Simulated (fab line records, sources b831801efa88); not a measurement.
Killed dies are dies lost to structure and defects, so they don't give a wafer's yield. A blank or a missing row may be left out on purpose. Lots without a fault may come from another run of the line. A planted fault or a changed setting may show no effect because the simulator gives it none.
fab line records | flow sky130
record lots=13 wafers=39 last_day=50
route steps=708 shown NWELL@82 VT_ADJUST_HVTP@93 VT_ADJUST_NCORE@129 RES_PROTECT@206 PAD_OPEN@708
lots that met no fault: from a run of the same line without faults
start_h: hours from the record's first day to the start of the lot's first wafer shown | wait_h: hours since the lot's step before | " the same as in the row above | L1.1+2: a row that stands for several wafers | - no value, or no start given | * or withheld: withheld | < > ~ a bound
route shown NAME@n: a module of which the file shows steps, and the number in the route of the first | usual: mean/standard deviation of fault-free wafers | same: alike in all rows | chamber/n: place in a boat | sites: the reading at each site | _std_site: their standard deviation | _edge_site: outer sites' mean less inner sites' | radius_mm: how far each site lies from the wafer's centre | mask NAME#n: copy n | behind: the tool/chamber that last shaped the wafer | hold: why the lot was held/for how many hours/how that ended | device: the transistor (n, p or np) that didn't switch | end of line: the same wafers' tests at the end of the route | a step without rows: its recipe alone | killed: dies lost to structure and defects at the first sort, not the wafer's yield | map: a wafer's dies, x killed, . not, _ none there
set.NAME: the setting as run; set.NAME@STEP: as run at that earlier step | model.NAME: the simulator's own value behind a step, which no gauge read
steps of the route over a sample of lots; a table a step, a row a wafer
services: from which hour (start_h, from the record's first day; less than 0 if before it) a tool's chamber was out of use, for how many hours, and why
## steps
# step SKY_NWELL_RS_MEAS_29
# recipe thk_meas_gauge=four-point-probe
# usual NWELL_RS=627.3/1.8
# columns lot.wafer tool chamber start_h wait_h NWELL_RS[ohm/sq]
L646.1 film_metro-01 - 100.51 0.1 626.1
L646.4 " - " " 625.5
L646.5 " - " " 627.0
L647.1 film_metro-01 - 105.70 0.1 628.6
L647.4 " - " " 628.3
L647.5 " - " " 630.6
L648.2 film_metro-01 - 116.23 0.1 625.2
L648.5 " - " " 624.9
L648.6 " - " " 627.2
L649.1 film_metro-01 - 122.46 0.1 627.1
L649.2 " - " " 624.7
L649.3 " - " " 625.2
L651.1 film_metro-03 - 132.25 0.1 626.6
L651.3 " - " " 626.7
L651.6 " - " " 626.9
L652.3 film_metro-03 - 141.09 0.1 628.1
L652.5 " - " " 627.0
L652.6 " - " " 626.4
L653.1 film_metro-02 - 149.46 0.1 627.4
L653.2 " - " " 625.9
L653.5 " - " " 626.7
L654.3 film_metro-03 - 153.39 0.1 627.0
L654.4 " - " " 626.9
L654.5 " - " " 625.7
L661.1 film_metro-01 - 194.31 0.1 629.7
L661.2 " - " " 628.4
L661.3 " - " " 629.0
L664.1 film_metro-01 - 209.94 0.1 625.6
L664.4 " - " " 627.5
L664.6 " - " " 625.4
L667.1 film_metro-02 - 229.49 0.1 625.6
L667.4 " - " " 626.0
L667.5 " - " " 628.0
L668.2 film_metro-03 - 238.28 0.1 626.9
L668.3 " - " " 626.4
L668.4 " - " " 627.2
L669.1 film_metro-02 - 244.76 0.1 625.2
L669.3 " - " " 627.0
L669.4 " - " " 625.6
# step SKY_VT_ADJUST_HVTP_OVL_MEAS_08
# usual VT_ADJUST_HVTP_OVL=0.7/1.3
# columns lot.wafer tool chamber start_h wait_h VT_ADJUST_HVTP_OVL[nm]
L646.1 overlay-01 - 118.58 0.1 1.0
L646.4 " - " " 1.1
L646.5 " - " " -0.3
L647.1 overlay-01 - 124.13 0.1 0.2
L647.4 " - " " 1.4
L647.5 " - " " 0.6
L648.2 overlay-02 - 135.14 0.1 -0.3
L648.5 " - " " 0.4
L648.6 " - " " 0.8
L649.1 overlay-02 - 141.53 0.1 2.4
L649.2 " - " " 1.2
L649.3 " - " " 2.3
L651.1 overlay-01 - 152.37 0.1 1.9
L651.3 " - " " 1.7
L651.6 " - " " 0.0
L652.3 overlay-02 - 161.64 0.1 2.6
L652.5 " - " " 2.4
L652.6 " - " " 1.9
L653.1 overlay-01 - 169.27 0.1 -1.1
L653.2 " - " " -0.2
L653.5 " - " " 0.0
L654.3 overlay-02 - 173.59 0.1 -0.4
L654.4 " - " " 1.1
L654.5 " - " " 0.3
L661.1 overlay-01 - 215.47 0.1 0.0
L661.2 " - " " -0.8
L661.3 " - " " -0.5
L664.1 overlay-01 - 233.43 0.1 1.7
L664.4 " - " " 0.8
L664.6 " - " " 0.0
L667.1 overlay-02 - 253.58 0.1 1.2
L667.4 " - " " 1.8
L667.5 " - " " 0.3
L668.2 overlay-02 - 262.07 0.1 -1.7
L668.3 " - " " -1.0
L668.4 " - " " 0.2
L669.1 overlay-02 - 269.03 0.1 2.1
L669.3 " - " " 2.1
L669.4 " - " " 0.5
# step SKY_VT_ADJUST_NCORE_STRIP_10
# recipe chemistry=O2/N2 power_w=1400 pressure_mtorr=1500 platen_temp_c=withheld o2_flow_sccm=3000 n2_flow_sccm=300 overash_fraction=0.5
# usual drypump_motor_current_A=5.4/0.52 oes_product_au=0.716/0.0045 strip_time_to_endpoint_s=14.18/0.041
# columns lot.wafer tool chamber start_h wait_h drypump_motor_current_A oes_product_au rf_hours_counter_h strip_time_to_endpoint_s
L646.1 plasma_asher-03 0 178.47 0.1 5.7 0.714 6 14.14
L646.4 " 1 " " 4.7 0.716 - 14.16
L646.5 " 0 " " 5.7 0.709 - 14.17
L647.1 plasma_asher-04 0 184.92 0.1 6.4 0.718 36 14.15
L647.4 " 1 " " 5.5 0.719 - 14.20
L647.5 " 1 " " 5.5 0.726 - 14.17
L648.2 plasma_asher-01 0 198.22 0.1 4.9 0.714 51 14.10
L648.5 " 0 " " 4.9 0.720 - 14.13
L648.6 " 1 " " 5.5 0.712 - 14.19
L649.1 plasma_asher-03 1 203.37 0.1 4.6 0.713 8 14.18
L649.2 " 0 " " 5.7 0.718 8 14.18
L649.3 " 0 " " 5.7 0.718 - 14.15
L651.1 plasma_asher-03 1 215.22 0.1 4.7 0.722 10 14.23
L651.3 " 0 " " 5.7 0.707 - 14.24
L651.6 " 1 " " 4.7 0.720 - 14.28
L652.3 plasma_asher-03 0 226.40 0.1 5.7 0.714 - 14.15
L652.5 " 0 " " 5.7 0.714 - 14.19
L652.6 " 1 " " 4.7 0.716 - 14.18
L653.1 plasma_asher-01 1 235.76 0.1 5.5 0.711 55 14.17
L653.2 " 0 " " 5.0 0.720 55 14.13
L653.5 " 0 " " 5.0 0.716 - 14.16
L654.3 plasma_asher-01 1 240.10 0.1 5.5 0.724 - 14.12
L654.4 " 0 " " 4.9 0.711 - 14.15
L654.5 " 0 " " 5.0 0.720 - 14.16
L661.1 plasma_asher-04 0 286.47 0.1 6.3 0.716 44 14.18
L661.2 " 1 " " 5.4 0.709 44 14.17
L661.3 " 1 " " 5.5 0.719 - 14.17
L664.1 plasma_asher-01 0 307.31 0.1 5.0 0.722 61 14.14
L664.4 " 0 " " 5.0 0.713 - 14.12
L664.6 " 0 " " 5.0 0.708 - 14.13
L667.1 plasma_asher-01 1 329.72 0.1 5.5 0.715 63 14.27
L667.4 " 0 " " 5.0 0.713 - 14.24
L667.5 " 0 " " 5.0 0.721 - 14.22
L668.2 plasma_asher-03 0 339.97 0.1 5.7 0.704 22 14.17
L668.3 " 1 " " 4.7 0.716 - 14.18
L668.4 " 0 " " 5.7 0.711 - 14.18
L669.1 plasma_asher-01 1 346.17 0.1 5.5 0.711 65 14.25
L669.3 " 0 " " 5.0 0.710 - 14.28
L669.4 " 1 " " 5.5 0.707 - 14.27
# step SKY_RES_PROTECT_DEHYDRATE_00
# recipe temp_c=200 time_s=60
# usual heater_power_total_W=160.37/0.12 plate_temp_C=199.98/0.16
# columns lot.wafer tool chamber start_h wait_h heater_power_total_W plate_temp_C
L646.1 litho_track-03 0 323.61 12.8 160.58 200.19
L646.4 " 0 " " 160.35 200.17
L646.5 " 0 " " 160.35 199.90
L647.1 litho_track-03 0 329.41 12.4 160.51 199.81
L647.4 " 0 " " 160.37 200.07
L647.5 " 0 " " 160.20 200.05
L648.2 litho_track-01 0 343.49 12.3 160.37 199.75
L648.5 " 0 " " 160.56 200.16
L648.6 " 0 " " 160.17 200.14
L649.1 litho_track-01 0 350.91 12.5 160.17 200.16
L649.2 " 0 " " 160.35 200.17
L649.3 " 0 " " 160.40 200.11
L651.1 litho_track-03 0 366.96 13.2 160.59 200.16
L651.3 " 0 " " 160.29 200.03
L651.6 " 0 " " 160.16 200.02
L652.3 litho_track-01 0 381.06 13.7 160.26 200.11
L652.5 " 0 " " 160.45 199.77
L652.6 " 0 " " 160.59 199.83
L653.1 litho_track-03 0 393.16 13.8 160.48 200.13
L653.2 " 0 " " 160.55 199.73
L653.5 " 0 " " 160.45 199.85
L654.3 litho_track-01 0 395.31 13.9 160.41 199.82
L654.4 " 0 " " 160.20 199.94
L654.5 " 0 " " 160.24 199.80
L661.1 litho_track-03 0 453.46 15.1 164.24 203.49
L661.2 " 0 " " 164.12 203.64
L661.3 " 0 " " 164.11 203.48
L664.1 litho_track-03 0 478.36 15.0 164.16 203.73
L664.4 " 0 " " 164.01 203.65
L664.6 " 0 " " 164.09 203.64
L667.1 litho_track-02 0 504.99 14.3 160.26 200.17
L667.4 " 0 " " 160.51 200.21
L667.5 " 0 " " 160.46 199.96
L668.2 litho_track-01 0 514.79 15.3 160.21 200.03
L668.3 " 0 " " 160.37 199.71
L668.4 " 0 " " 160.39 199.82
L669.1 litho_track-02 0 518.04 14.5 160.23 200.13
L669.3 " 0 " " 160.51 200.19
L669.4 " 0 " " 160.35 199.98
# step SKY_PAD_OPEN_PROBE_99
# usual killed_at_M0_to_M3=43/6.9 killed_at_M4_up=3.2/2 killed_at_contacts=25/5.1 killed_at_front_end=15/4.5 killed_at_other=0.2/0.51 killed_dies=85/9.5 killed_open=48/6.9 killed_short=38/6.7
# same gross_dies=492 killed_at_back_side=0
# columns lot.wafer tool chamber start_h wait_h killed_at_M0_to_M3 killed_at_M4_up killed_at_contacts killed_at_front_end killed_at_other killed_dies killed_open killed_short
L652.3 prober-02 - 1117.76 0.2 48 5 19 17 1 90 48 42
L652.5 prober-02 - 1117.86 0.2 38 3 30 12 0 83 43 40
L652.6 prober-02 - 1117.91 0.2 56 2 23 5 0 86 48 38
L653.1 prober-01 - 1123.01 0.1 46 1 23 15 0 85 49 36
L653.2 prober-01 - 1123.06 0.1 40 3 28 15 0 86 44 42
L653.5 prober-01 - 1123.21 0.2 27 4 17 12 0 60 34 26
# killed by level:class
L652.3 VIA1:geometric_particle:open=10 CONTACT:geometric_particle:open=9 FIELD_ISO:geometric_particle:short=7 VIA2:geometric_particle:open=7 LI_CONTACT:geometric_particle:open=6 METAL1:geometric_particle:short=6 VIA2:geometric_particle:short=6 POLY_GATE:geometric_particle:open=4
L652.5 CONTACT:geometric_particle:open=9 METAL2:geometric_particle:short=7 LI_CONTACT:geometric_particle:short=6 VIA1:geometric_particle:open=6 FIELD_ISO:geometric_particle:open=5 LI_CONTACT:geometric_particle:open=5 CONTACT:geometric_particle:short=5 VIA3:geometric_particle:open=5
L652.6 VIA1:geometric_particle:open=14 METAL1:geometric_particle:short=12 CONTACT:geometric_particle:open=11 VIA2:geometric_particle:open=7 VIA3:geometric_particle:open=5 METAL2:geometric_particle:short=5 LI_CONTACT:geometric_particle:short=4 VIA3:geometric_particle:short=4
L653.1 VIA1:geometric_particle:open=19 CONTACT:geometric_particle:open=7 LI_CONTACT:geometric_particle:short=6 LI_CONTACT:geometric_particle:open=6 FIELD_ISO:geometric_particle:short=5 VIA3:geometric_particle:open=5 METAL1:geometric_particle:short=3 VIA1:geometric_particle:short=3
L653.2 CONTACT:geometric_particle:open=10 VIA1:geometric_particle:open=10 FIELD_ISO:geometric_particle:short=6 LI_CONTACT:geometric_particle:open=6 METAL2:geometric_particle:short=6 CONTACT:geometric_particle:short=5 VIA3:geometric_particle:open=5 FIELD_ISO:geometric_particle:open=4
L653.5 CONTACT:geometric_particle:open=6 VIA1:geometric_particle:open=6 LI_CONTACT:geometric_particle:open=5 VIA2:geometric_particle:open=4 METAL1:geometric_particle:short=3 LI_CONTACT:geometric_particle:short=3 METAL4:geometric_particle:short=3 VIA1:geometric_particle:short=3
## services
# columns tool chamber start_h hours kind
plasma_asher-04 - 197.58 12.7 repair
plasma_asher-01 - 207.45 2.7 repair
plasma_asher-03 - 265.75 1.4 repair
plasma_asher-04 - 295.52 1.5 repair
plasma_asher-03 - 314.61 1.6 repair
plasma_asher-04 - 348.73 13.9 repair
plasma_asher-04 - 407.49 2.8 pm
plasma_asher-01 - 421.25 9.0 pm
plasma_asher-01 0 421.25 9.0 vent_cycle
plasma_asher-01 1 421.25 9.0 vent_cycle
plasma_asher-01 0 430.25 - clean
plasma_asher-01 1 430.25 - clean
plasma_asher-03 - 463.79 1.7 repair
plasma_asher-03 - 471.92 1.0 repair
plasma_asher-04 - 490.14 3.5 repair
plasma_asher-03 - 496.46 1.6 repair
## key
first_sign step=SKY_RES_PROTECT_DEHYDRATE_00 reading=heater_power_total_W direction=up sigmas=30 usual=* struck=*
effect step=SKY_RES_PROTECT_DEHYDRATE_00 reading=plate_temp_C direction=up sigmas=22 usual=* struck=*
met_at SKY_RES_PROTECT_DEHYDRATE_00
struck_lots L661,L664
tester_left_out L661,L664
not_acting_at SKY_NWELL_RS_MEAS_29,SKY_VT_ADJUST_HVTP_OVL_MEAS_08,SKY_VT_ADJUST_NCORE_STRIP_10
onset_between 393.16 453.46
fault kind=process_parameter_drift tool=litho_track-03 chamber=- onset_h=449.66 steps=SKY_RES_PROTECT_DEHYDRATE_00 channel=temp_c offset=* shape=step end_h=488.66 acts_in=* stated=*
# tester_left_out: of these lots the tester's yield and bins aren't shown, on N5 and GAA mostly nor the transistor test; their killed dies are dies lost to structure and defects alone, not to doping, threshold or leakage, so they don't give the yield
